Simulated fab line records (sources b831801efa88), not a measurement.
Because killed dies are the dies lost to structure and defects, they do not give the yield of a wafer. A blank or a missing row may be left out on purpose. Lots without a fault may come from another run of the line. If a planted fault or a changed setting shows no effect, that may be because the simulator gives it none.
Matching of chambers    flow gf180mcu    GF_V1_CMP_26 on cmp-01 has 4 sister chambers
The step polishes, stops on SiO2, t overpolish 15 s, target thk 0 nm. 22 wafers are shown with their chamber, then 11 later ones without.

== WAFERS, EACH WITH ITS CHAMBER ==
wafer   chamber  motorCurrentA (A)  timeToEndpointS (s)  overpolishRunS (s)
L077.1  0        10.6               83                   14.998
L077.3  1        11.6               78                   14.998
L077.4  2        10.6               85                   14.985
L080.1  0        10.9               89                   15.003
L080.2  1        11.5               79                   14.989
L080.3  2        11.0               89                   14.991
L081.1  0        10.8               87                   14.989
L081.2  1        10.6               82                   15.010
L081.4  3        12.4               85                   15.012
L082.1  3        12.4               86                   15.003
L082.3  0        10.5               89                   14.996
L082.6  3        12.1               89                   15.020
L084.2  3        12.2               86                   15.010
L084.4  2        10.4               85                   14.995
L084.6  0        10.6               84                   14.998
L085.1  1        11.3               83                   14.998
L085.4  0        11.0               86                   14.992
L085.6  1        10.9               82                   14.991
L087.1  3        11.7               86                   15.002
L087.4  1        11.1               76                   14.989
L087.5  1        10.9               82                   14.995
L089.2  2        10.0               88                   14.993

SIGNATURES, as means of the wafers listed above
reading          chamber 0  chamber 1  chamber 2  chamber 3  scatter within a chamber
motorCurrentA    10.733     11.129     10.500     12.160     0.318
timeToEndpointS  86.33      80.29      86.75      86.40      2.29
overpolishRunS   14.99600   14.99571   14.99100   15.00940   0.00633
Rule: for a wafer and a chamber, the distance is found by dividing, reading by reading, the gap between the wafer's reading and the chamber's mean by the reading's scatter, squaring, summing and taking the root. The wafer belongs to the nearest chamber; if the next one is less than 2 further off, it can't be placed. The scatter is the square root of a quotient: the sum, over the shown wafers, of each reading's squared deviation from its chamber's mean, divided by wafers minus chambers.

== WAFERS WITHOUT THEIR CHAMBER ==
wafer   motorCurrentA (A)  timeToEndpointS (s)  overpolishRunS (s)
L089.4  10.5               87                   14.992
L089.5  12.4               85                   15.010
L093.1  10.7               87                   15.009
L093.3  10.5               88                   15.007
L093.5  10.3               87                   14.999
L094.1  11.3               78                   14.993
L094.4  10.3               83                   15.000
L094.5  10.3               86                   14.998
L096.4  9.9                91                   15.015
L096.5  11.4               84                   14.997
L096.6  10.4               86                   15.003

== EACH ONE'S CHAMBER ==
wafer   from the rows above                in truth
L089.4  can't be placed: 2 or 0            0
L089.5  3                                  3
L093.1  can't be placed: 0 or 2 or 1       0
L093.3  can't be placed: 0 or 2            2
L093.5  can't be placed: 2 or 0            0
L094.1  1                                  1
L094.4  can't be placed: 0 or 2 or 1       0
L094.5  can't be placed: 2 or 0            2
L096.4  can't be placed: 0 or 2            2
L096.5  can't be placed: 1 or 0 or 2 or 3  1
L096.6  can't be placed: 0 or 2            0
Correct placement for 2 of the 11. Cannot be placed on the basis of these rows: 9; the candidates contain the true chamber in 9. Number placed wrongly: 0.
